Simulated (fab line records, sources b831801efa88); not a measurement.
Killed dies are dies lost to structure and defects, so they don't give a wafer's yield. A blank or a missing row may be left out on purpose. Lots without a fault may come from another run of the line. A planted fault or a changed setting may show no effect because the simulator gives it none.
Chamber matching | flow sky130 | SKY_LI_CONTACT_CMP_02 on cmp-02: 4 sister chambers
The step polishes PSG. 18 wafers are shown with their chamber, then 9 later ones without.

WAFERS WITH THEIR CHAMBER
wafer  | chamber | motor_current_A (A) | time_to_endpoint_s (s) | retaining_ring_pressure_frac
L081.1 | 2       | 13.6                | 30.5                   | 1.000
L081.2 | 0       | 11.8                | 29.3                   | 0.998
L081.6 | 2       | 13.8                | 29.7                   | 0.996
L083.4 | 1       | 11.7                | 33.0                   | 1.002
L083.5 | 2       | 13.4                | 33.5                   | 1.000
L083.6 | 3       | 11.9                | 34.1                   | 1.002
L085.1 | 3       | 12.2                | 35.8                   | 1.001
L085.2 | 1       | 12.3                | 34.8                   | 1.005
L085.6 | 1       | 12.4                | 36.0                   | 1.004
L086.2 | 0       | 11.6                | 34.6                   | 1.005
L086.5 | 3       | 11.7                | 36.9                   | 1.009
L086.6 | 2       | 13.8                | 33.0                   | 1.004
L087.2 | 2       | 13.3                | 34.8                   | 1.001
L087.4 | 0       | 11.5                | 33.4                   | 0.998
L087.5 | 3       | 12.0                | 36.6                   | 1.002
L089.1 | 3       | 12.0                | 37.4                   | 1.002
L089.2 | 1       | 11.4                | 33.3                   | 0.991
L089.6 | 3       | 12.2                | 38.2                   | 1.004

SIGNATURES (means of the wafers above)
reading                      | chamber 0 | chamber 1 | chamber 2 | chamber 3 | scatter within a chamber
motor_current_A              | 11.633    | 11.950    | 13.580    | 12.000    | 0.283
time_to_endpoint_s           | 32.433    | 34.275    | 32.300    | 36.500    | 1.88
retaining_ring_pressure_frac | 1.00033   | 1.00050   | 1.00020   | 1.00333   | 0.00409
Rule: a wafer's distance from a chamber is the root of the sum, over the readings, of the square of ((its reading less the chamber's mean) divided by the reading's scatter). The wafer belongs to the nearest chamber; if the next one is less than 2 further off, it can't be placed. The scatter: the root of (the sum of the squares of (reading less its chamber's mean) over the shown wafers, divided by (wafers less chambers)).

WAFERS WITHOUT THEIR CHAMBER
wafer  | motor_current_A (A) | time_to_endpoint_s (s) | retaining_ring_pressure_frac
L090.1 | 12.3                | 33.5                   | 1.005
L090.4 | 11.7                | 36.2                   | 1.004
L090.6 | 12.2                | 34.1                   | 1.003
L092.3 | 11.8                | 36.8                   | 1.001
L092.4 | 13.6                | 37.3                   | 0.998
L092.5 | 12.1                | 37.2                   | 0.998
L097.1 | 12.1                | 34.3                   | 0.997
L097.3 | 13.8                | 33.2                   | 1.011
L097.5 | 13.5                | 30.4                   | 1.012

WHICH CHAMBER EACH WENT THROUGH
wafer  | from the rows above          | in truth
L090.1 | can't be placed: 1 or 3 or 0 | 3
L090.4 | can't be placed: 3 or 1 or 0 | 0
L090.6 | can't be placed: 1 or 3 or 0 | 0
L092.3 | can't be placed: 3 or 1 or 0 | 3
L092.4 | 2                            | 2
L092.5 | can't be placed: 3 or 1 or 0 | 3
L097.1 | can't be placed: 1 or 3 or 0 | 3
L097.3 | 2                            | 2
L097.5 | 2                            | 2
Placed correctly: 3 of 9. Can't be placed from these rows: 6 (the true chamber is among the candidates in 6). Placed wrongly: 0.
